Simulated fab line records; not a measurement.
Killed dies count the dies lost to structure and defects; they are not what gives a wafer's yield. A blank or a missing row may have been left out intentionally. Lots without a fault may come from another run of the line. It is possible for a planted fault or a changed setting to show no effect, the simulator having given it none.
Split-lot experiment / flow sfqLine / route with 325 steps; 5 lots, 23 wafers read

THE SPLIT
At SFQ_TRILAYER_I5_LITHO_COAT_144 (resist thk 650 nm), the setting spinRpm was moved away from the recipe's 3000 rpm on 9 of the 23 wafers read, by -4.1% to +6.7%. All remaining wafers had this setting at the recipe value.

FROM THE SPLIT TO THE READING: what the file shows between them, 3 steps
- SFQ_TRILAYER_I5_LITHO_SOFTBAKE_148
- SFQ_TRILAYER_I5_LITHO_EXPOSE_145: exposes mask I5, target cd 700 nm
- SFQ_TRILAYER_I5_LITHO_DEVELOP_146: time 60 s

THE READING
KrF_of_TRILAYER_I5_LITHO_COAT_144.thkNm (the simulator's own value, which no gauge read), in nm, at SFQ_TRILAYER_I5_BARC_OPEN_VIA_ETCH_200 (etches BARC in O2, target depth 125 nm, time 41.7 s). The file gives no usual value for it. Average 572.2 nm, standard deviation 2.9 nm, over the 14 wafers here run with the recipe.

wafer=L075.1; tool, chamber at the split=lithoTrack-04, 0; spinRpm as run, rpm=3000; against the recipe=recipe; KrF_of_TRILAYER_I5_LITHO_COAT_144.thkNm, nm=571.4; against lot-mates on the recipe=-
wafer=L075.2; tool, chamber at the split=lithoTrack-04, 0; spinRpm as run, rpm=2876; against the recipe=-4.1%; KrF_of_TRILAYER_I5_LITHO_COAT_144.thkNm, nm=587; against lot-mates on the recipe=+15.4
wafer=L075.3; tool, chamber at the split=lithoTrack-04, 0; spinRpm as run, rpm=2876; against the recipe=-4.1%; KrF_of_TRILAYER_I5_LITHO_COAT_144.thkNm, nm=586.4; against lot-mates on the recipe=+14.8
wafer=L075.4; tool, chamber at the split=lithoTrack-04, 0; spinRpm as run, rpm=3000; against the recipe=recipe; KrF_of_TRILAYER_I5_LITHO_COAT_144.thkNm, nm=571.8; against lot-mates on the recipe=-
wafer=L075.5; tool, chamber at the split=lithoTrack-04, 0; spinRpm as run, rpm=2876; against the recipe=-4.1%; KrF_of_TRILAYER_I5_LITHO_COAT_144.thkNm, nm=584; against lot-mates on the recipe=+12.4
wafer=L076.1; tool, chamber at the split=lithoTrack-01, 0; spinRpm as run, rpm=3200; against the recipe=+6.7%; KrF_of_TRILAYER_I5_LITHO_COAT_144.thkNm, nm=553.3; against lot-mates on the recipe=-22.3
wafer=L076.5; tool, chamber at the split=lithoTrack-01, 0; spinRpm as run, rpm=3200; against the recipe=+6.7%; KrF_of_TRILAYER_I5_LITHO_COAT_144.thkNm, nm=553.3; against lot-mates on the recipe=-22.3
wafer=L076.2; tool, chamber at the split=lithoTrack-01, 0; spinRpm as run, rpm=3000; against the recipe=recipe; KrF_of_TRILAYER_I5_LITHO_COAT_144.thkNm, nm=575.2; against lot-mates on the recipe=-
wafer=L076.4; tool, chamber at the split=lithoTrack-01, 0; spinRpm as run, rpm=3000; against the recipe=recipe; KrF_of_TRILAYER_I5_LITHO_COAT_144.thkNm, nm=576.8; against lot-mates on the recipe=-
wafer=L076.6; tool, chamber at the split=lithoTrack-01, 0; spinRpm as run, rpm=3000; against the recipe=recipe; KrF_of_TRILAYER_I5_LITHO_COAT_144.thkNm, nm=574.9; against lot-mates on the recipe=-
wafer=L077.1; tool, chamber at the split=lithoTrack-01, 0; spinRpm as run, rpm=3180; against the recipe=+6.0%; KrF_of_TRILAYER_I5_LITHO_COAT_144.thkNm, nm=554.7; against lot-mates on the recipe=-19.0
wafer=L077.2; tool, chamber at the split=lithoTrack-01, 0; spinRpm as run, rpm=3000; against the recipe=recipe; KrF_of_TRILAYER_I5_LITHO_COAT_144.thkNm, nm=574.3; against lot-mates on the recipe=-
wafer=L077.3; tool, chamber at the split=lithoTrack-01, 0; spinRpm as run, rpm=3000; against the recipe=recipe; KrF_of_TRILAYER_I5_LITHO_COAT_144.thkNm, nm=572.2; against lot-mates on the recipe=-
wafer=L077.4; tool, chamber at the split=lithoTrack-01, 0; spinRpm as run, rpm=3000; against the recipe=recipe; KrF_of_TRILAYER_I5_LITHO_COAT_144.thkNm, nm=574.5; against lot-mates on the recipe=-
wafer=L077.5; tool, chamber at the split=lithoTrack-01, 0; spinRpm as run, rpm=3180; against the recipe=+6.0%; KrF_of_TRILAYER_I5_LITHO_COAT_144.thkNm, nm=553.9; against lot-mates on the recipe=-19.8
wafer=L082.2; tool, chamber at the split=lithoTrack-04, 0; spinRpm as run, rpm=2941; against the recipe=-2.0%; KrF_of_TRILAYER_I5_LITHO_COAT_144.thkNm, nm=580; against lot-mates on the recipe=+7.8
wafer=L082.3; tool, chamber at the split=lithoTrack-04, 0; spinRpm as run, rpm=3000; against the recipe=recipe; KrF_of_TRILAYER_I5_LITHO_COAT_144.thkNm, nm=571.6; against lot-mates on the recipe=-
wafer=L082.4; tool, chamber at the split=lithoTrack-04, 0; spinRpm as run, rpm=3000; against the recipe=recipe; KrF_of_TRILAYER_I5_LITHO_COAT_144.thkNm, nm=573.2; against lot-mates on the recipe=-
wafer=L082.5; tool, chamber at the split=lithoTrack-04, 0; spinRpm as run, rpm=2941; against the recipe=-2.0%; KrF_of_TRILAYER_I5_LITHO_COAT_144.thkNm, nm=578.5; against lot-mates on the recipe=+6.3
wafer=L082.6; tool, chamber at the split=lithoTrack-04, 0; spinRpm as run, rpm=3000; against the recipe=recipe; KrF_of_TRILAYER_I5_LITHO_COAT_144.thkNm, nm=571.8; against lot-mates on the recipe=-
wafer=L083.2; tool, chamber at the split=lithoTrack-01, 0; spinRpm as run, rpm=3000; against the recipe=recipe; KrF_of_TRILAYER_I5_LITHO_COAT_144.thkNm, nm=567; against lot-mates on the recipe=-
wafer=L083.3; tool, chamber at the split=lithoTrack-01, 0; spinRpm as run, rpm=3000; against the recipe=recipe; KrF_of_TRILAYER_I5_LITHO_COAT_144.thkNm, nm=568.1; against lot-mates on the recipe=-
wafer=L083.6; tool, chamber at the split=lithoTrack-01, 0; spinRpm as run, rpm=3000; against the recipe=recipe; KrF_of_TRILAYER_I5_LITHO_COAT_144.thkNm, nm=567.4; against lot-mates on the recipe=-

THE FIT
A straight line over all 23 wafers: KrF_of_TRILAYER_I5_LITHO_COAT_144.thkNm changes by -3.03 nm for each +1% of spinRpm; r = -0.97; the points scatter about the line by 2.5 nm.
The same after taking each lot's own level away (the mean of its wafers on the recipe; 23 wafers): -3.34 nm for each +1%; r = -1.00; scatter 0.86 nm.
On that fit, the largest move of spinRpm shifts the reading by 22 nm.
Measured against the standard deviation above, the lots' own levels, which go from 567.50 to 575.63 nm, span 2.8 times it.
So the lot-to-lot level changes the slope little: the two slopes agree.
Check: with one of the wafers moved furthest among these (+6.7%) left out of the fit, the line predicts -22.1 nm for it against its lot-mates. Against them it came out at -22.3 nm.

THE OTHER SPLITS THESE WAFERS WENT THROUGH
Note: prior to the reading, these wafers also went through further splits. Each is held against what the fit with the lots' levels taken away leaves over:
other split on the same wafers=SFQ_TRILAYER_JJ_CE_BARC_OPEN_RIE_150 biasW; wafers away from the commonest value=7; r with KrF_of_TRILAYER_I5_LITHO_COAT_144.thkNm (lot level and that fit taken away)=+0.10
other split on the same wafers=SFQ_TRILAYER_M5_LITHO_COAT_128 resistThkNm; wafers away from the commonest value=9; r with KrF_of_TRILAYER_I5_LITHO_COAT_144.thkNm (lot level and that fit taken away)=+0.54
other split on the same wafers=SFQ_TRILAYER_R5_LITHO_COAT_136 resistThkNm; wafers away from the commonest value=9; r with KrF_of_TRILAYER_I5_LITHO_COAT_144.thkNm (lot level and that fit taken away)=-0.02

THE WHOLE CHAIN: every reading that the file lists as answering this split, in the file's order
step=SFQ_TRILAYER_I5_LITHO_COAT_144; what it does=resist thk 650 nm; reading=KrF_of_TRILAYER_I5_LITHO_COAT_144.thkNm (the simulator's own value, which no gauge read); change (the file's fit)=-3.35 nm for each +1% of the setting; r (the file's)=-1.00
step=SFQ_TRILAYER_I5_BARC_OPEN_VIA_ETCH_200; what it does=etches BARC in O2, target depth 125 nm, time 41.7 s; reading=KrF_of_TRILAYER_I5_LITHO_COAT_144.thkNm (the simulator's own value, which no gauge read); change (the file's fit)=-3.33 nm for each +1% of the setting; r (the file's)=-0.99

FILE'S OWN FIT
KrF_of_TRILAYER_I5_LITHO_COAT_144.thkNm changes by -3.33 nm for each +1% of spinRpm, r = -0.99.
